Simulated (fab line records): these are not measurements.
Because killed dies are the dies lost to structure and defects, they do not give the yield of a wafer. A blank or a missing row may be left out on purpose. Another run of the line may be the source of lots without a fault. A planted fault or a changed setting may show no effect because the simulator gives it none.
Which of the tools did it?    flow sky130    42 wafers from 14 lots sampled at 5 of the route's 708 steps

## WHAT THE GAUGES READ, wafer by wafer
SKY_CAPM_RS_MEAS_03: a four-point-probe measurement. Usual: CAPM_TIN_RS gives 6.91 ohm/sq (standard deviation 0.079).
lot   measured      on             CAPM_TIN_RS (ohm/sq)  flag
L849  day 37 15:06  film_metro-04  6.86 6.85 6.93        
L850  day 37 18:12  film_metro-01  6.93 6.97 6.94        
L851  day 38 03:56  film_metro-01  6.88 6.93 6.91        
L852  day 38 04:15  film_metro-04  7.03 7.09 7.00        
L853  day 38 22:46  film_metro-03  6.81 6.91 6.94        
L856  day 39 14:29  film_metro-03  6.86 6.93 6.87        
L857  day 39 18:23  film_metro-01  6.81 6.73 6.91        
L858  day 40 01:46  film_metro-01  6.97 6.79 6.85        
L860  day 40 15:26  film_metro-04  6.92 7.03 7.01        
L864  day 42 14:22  film_metro-01  - - -                 OFF
L865  day 42 15:54  film_metro-04  - - -                 OFF
L869  day 43 12:19  film_metro-04  6.98 6.89 7.01        
L870  day 43 18:59  film_metro-01  6.99 6.86 6.88        
L871  day 44 00:36  film_metro-03  7.02 6.88 6.93        

SKY_CAPM_THK_MEAS_04: measures by xrf. Usual: CAPM_TIN_THK gives 201.1 nm (standard deviation 2.4).
lot   measured      on             CAPM_TIN_THK (nm)  flag
L849  day 37 15:13  film_metro-04  205.3 205.6 203.2  
L850  day 37 18:19  film_metro-01  201.2 200.1 200.7  
L851  day 38 04:03  film_metro-01  199.7 199.2 199.1  
L852  day 38 04:22  film_metro-04  199.7 197.9 200.0  
L853  day 38 22:53  film_metro-03  202.2 199.4 199.8  
L856  day 39 14:36  film_metro-03  202.0 199.8 200.7  
L857  day 39 18:30  film_metro-01  202.7 204.8 199.1  
L858  day 40 01:52  film_metro-01  197.7 203.1 202.0  
L860  day 40 15:33  film_metro-04  202.7 199.4 200.5  
L864  day 42 14:29  film_metro-01  <0.0 <0.0 <0.0     OFF
L865  day 42 16:01  film_metro-04  <0.0 <0.0 <0.0     OFF
L869  day 43 12:26  film_metro-04  201.7 203.5 200.8  
L870  day 43 19:04  film_metro-01  198.6 201.3 201.0  
L871  day 44 00:43  film_metro-03  198.0 201.2 199.5  

## WHAT TOOL EACH LOT RAN ON (gives the tool, then ch and the chambers of the sampled wafers, and finally the start)
lot   SKY_METAL2_ETCH_18                 SKY_METAL2_METAL_ETCH_19           SKY_CAPM_SPUTTER_02
L849  rie_metal-01 ch 0,1, day 36 09:54  rie_metal-01 ch 0,1, day 36 09:58  pvd_sputter-04, day 37 14:59
L850  rie_metal-02 ch 0,1, day 36 13:17  rie_metal-02 ch 0,1, day 36 13:20  pvd_sputter-03, day 37 18:05
L851  rie_metal-03 ch 0,1, day 36 22:58  rie_metal-03 ch 0,1, day 36 23:02  pvd_sputter-04, day 38 03:49
L852  rie_metal-01 ch 0,1, day 36 23:44  rie_metal-01 ch 0,1, day 36 23:47  pvd_sputter-02, day 38 04:08
L853  rie_metal-02 ch 0,1, day 37 18:09  rie_metal-02 ch 0,1, day 37 18:13  pvd_sputter-04, day 38 22:40
L856  rie_metal-03 ch 0, day 38 08:47    rie_metal-03 ch 0, day 38 08:55    pvd_sputter-03, day 39 14:22
L857  rie_metal-02 ch 0,1, day 38 13:18  rie_metal-02 ch 0,1, day 38 13:22  pvd_sputter-04, day 39 18:16
L858  rie_metal-02 ch 0,1, day 38 21:11  rie_metal-02 ch 0,1, day 38 21:14  pvd_sputter-04, day 40 01:38
L860  rie_metal-02 ch 0,1, day 39 10:23  rie_metal-02 ch 0,1, day 39 10:26  pvd_sputter-02, day 40 15:19
L864  rie_metal-02 ch 0,1, day 41 11:16  rie_metal-02 ch 0,1, day 41 11:20  pvd_sputter-04, day 42 14:14
L865  rie_metal-03 ch 0,1, day 41 11:56  rie_metal-03 ch 0,1, day 41 11:59  pvd_sputter-04, day 42 15:47
L869  rie_metal-01 ch 0,1, day 42 09:12  rie_metal-01 ch 0,1, day 42 09:16  pvd_sputter-02, day 43 12:13
L870  rie_metal-02 ch 0,1, day 42 15:50  rie_metal-02 ch 0,1, day 42 15:55  pvd_sputter-03, day 43 18:52
L871  rie_metal-01 ch 0,1, day 42 22:11  rie_metal-01 ch 0,1, day 42 22:14  pvd_sputter-03, day 44 00:29
- SKY_METAL2_ETCH_18: etches BARC in N2/H2, stops on SiO2, time 45.9 s, target depth 60 nm.
- SKY_METAL2_METAL_ETCH_19: etches the open film in Cl2/BCl3, stops on SiO2, target depth 360 nm, time 78 s.
- SKY_CAPM_SPUTTER_02: material TiN, target thk 200 nm, time 166.7 s.

## WHAT THE TOOLS THEMSELVES READ (means of the sampled wafers that have a number; where no wafer has one, the mark that the record gives instead)
SKY_METAL2_ETCH_18. Usual: drypump_motor_current_A 5.6 A, standard deviation 0.41; n2_flow_sccm 100.02 sccm, standard deviation 0.29; oes_product_au 0.853 a.u., standard deviation 0.0051; throttle_valve_pct 13.225 %, standard deviation 0.0092.
lot   tool          drypump_motor_current_A (A)  n2_flow_sccm (sccm)  oes_product_au (a.u.)  throttle_valve_pct (%)  flag
L849  rie_metal-01  5.7                          99.91                0.855                  13.213                  
L850  rie_metal-02  6.1                          100.18               0.854                  13.229                  
L851  rie_metal-03  5.1                          100.08               0.857                  13.223                  
L852  rie_metal-01  5.7                          100.04               0.854                  13.230                  
L853  rie_metal-02  6.1                          100.18               0.855                  13.210                  
L856  rie_metal-03  5.2                          100.36               0.855                  13.227                  
L857  rie_metal-02  6.1                          99.98                0.856                  13.233                  
L858  rie_metal-02  5.9                          100.24               0.850                  13.224                  
L860  rie_metal-02  6.0                          100.16               0.853                  13.220                  
L864  rie_metal-02  5.9                          99.87                0.854                  13.226                  
L865  rie_metal-03  5.1                          99.92                0.857                  13.223                  
L869  rie_metal-01  5.5                          99.95                0.851                  13.225                  
L870  rie_metal-02  6.0                          99.84                0.858                  13.222                  
L871  rie_metal-01  5.7                          100.33               0.856                  13.226                  

SKY_METAL2_METAL_ETCH_19. Usual: drypump_motor_current_A 5.6 A, standard deviation 0.41; oes_product_au 0.851 a.u., standard deviation 0.0066; throttle_valve_pct 22.264 %, standard deviation 0.0086.
lot   tool          drypump_motor_current_A (A)  oes_product_au (a.u.)  throttle_valve_pct (%)  flag
L849  rie_metal-01  5.7                          0.853                  22.260                  
L850  rie_metal-02  6.1                          0.854                  22.268                  
L851  rie_metal-03  5.1                          0.848                  22.270                  
L852  rie_metal-01  5.7                          0.854                  22.261                  
L853  rie_metal-02  6.1                          0.843                  22.262                  
L856  rie_metal-03  5.2                          0.862                  22.266                  
L857  rie_metal-02  6.1                          0.848                  22.269                  
L858  rie_metal-02  5.9                          0.853                  22.259                  
L860  rie_metal-02  5.9                          0.842                  22.263                  
L864  rie_metal-02  5.9                          0.848                  22.264                  
L865  rie_metal-03  5.1                          0.855                  22.261                  
L869  rie_metal-01  5.5                          0.842                  22.267                  
L870  rie_metal-02  5.9                          0.855                  22.270                  
L871  rie_metal-01  5.7                          0.857                  22.262                  

SKY_CAPM_SPUTTER_02. Usual: cathode_dc_power_W 6500.0 W, standard deviation 1.1; chamber_pressure_pa 0.4001 Pa, standard deviation 0.0008; throttle_valve_pct 29.7 %, standard deviation 1.1.
lot   tool            cathode_dc_power_W (W)  chamber_pressure_pa (Pa)  throttle_valve_pct (%)  flag
L849  pvd_sputter-04  6501.4                  0.4005                    29.0                    
L850  pvd_sputter-03  6500.9                  0.4005                    28.3                    
L851  pvd_sputter-04  6499.9                  0.4002                    30.0                    
L852  pvd_sputter-02  6500.4                  0.4000                    29.8                    
L853  pvd_sputter-04  6499.8                  0.3994                    29.2                    
L856  pvd_sputter-03  6499.5                  0.4006                    29.8                    
L857  pvd_sputter-04  6500.3                  0.3999                    30.5                    
L858  pvd_sputter-04  6499.5                  0.4010                    29.6                    
L860  pvd_sputter-02  6499.5                  0.3997                    29.7                    
L864  pvd_sputter-04  -                       -                         -                       OFF
L865  pvd_sputter-04  -                       -                         -                       OFF
L869  pvd_sputter-02  6499.3                  0.3998                    29.4                    
L870  pvd_sputter-03  6500.7                  0.3998                    29.1                    
L871  pvd_sputter-03  6499.8                  0.4002                    29.0                    

## THE ANSWER, worked out from the rows above alone
Rule: a lot is off if the mean of its wafers that have a number lies more than 3 standard deviations from the usual mean. Also off: a lot with no number at a reading for which 4 or more lots have one. All remaining lots with rows at the step are treated as sound. First the gauges in route order, then the tools' own readings, where a lot's mean is used as printed above. At the first step where some lot is off, the reading lying furthest off is the one used; lots without a number count as furthest.
Off: L864, L865, at SKY_CAPM_RS_MEAS_03 (CAPM_TIN_RS). Without a number there: L864, L865.
If a tool, at a process step before that reading, ran all the lots that are off and no sound lot after the first of them, it fits. Not tried: the gauges at SKY_CAPM_RS_MEAS_03; whatever is off there is also off at SKY_CAPM_SPUTTER_02, on other tools, and gauge error can't account for it. One fits: pvd_sputter-04 at SKY_CAPM_SPUTTER_02. Its last sound lot is L858 (day 40 01:38), its first lot that is off L864 (day 42 14:14): a fault that began between those two fits.
Blank at SKY_CAPM_SPUTTER_02 on the lots that are off, where sound lots have numbers: cathode_dc_power_W, chamber_pressure_pa, throttle_valve_pct.

## WHAT THE SIMULATOR PUT IN
At SKY_CAPM_SPUTTER_02, the step was skipped entirely on pvd_sputter-04 from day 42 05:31 on. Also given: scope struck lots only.
Lots struck among those shown: L864, L865. The same result came from the rule above.
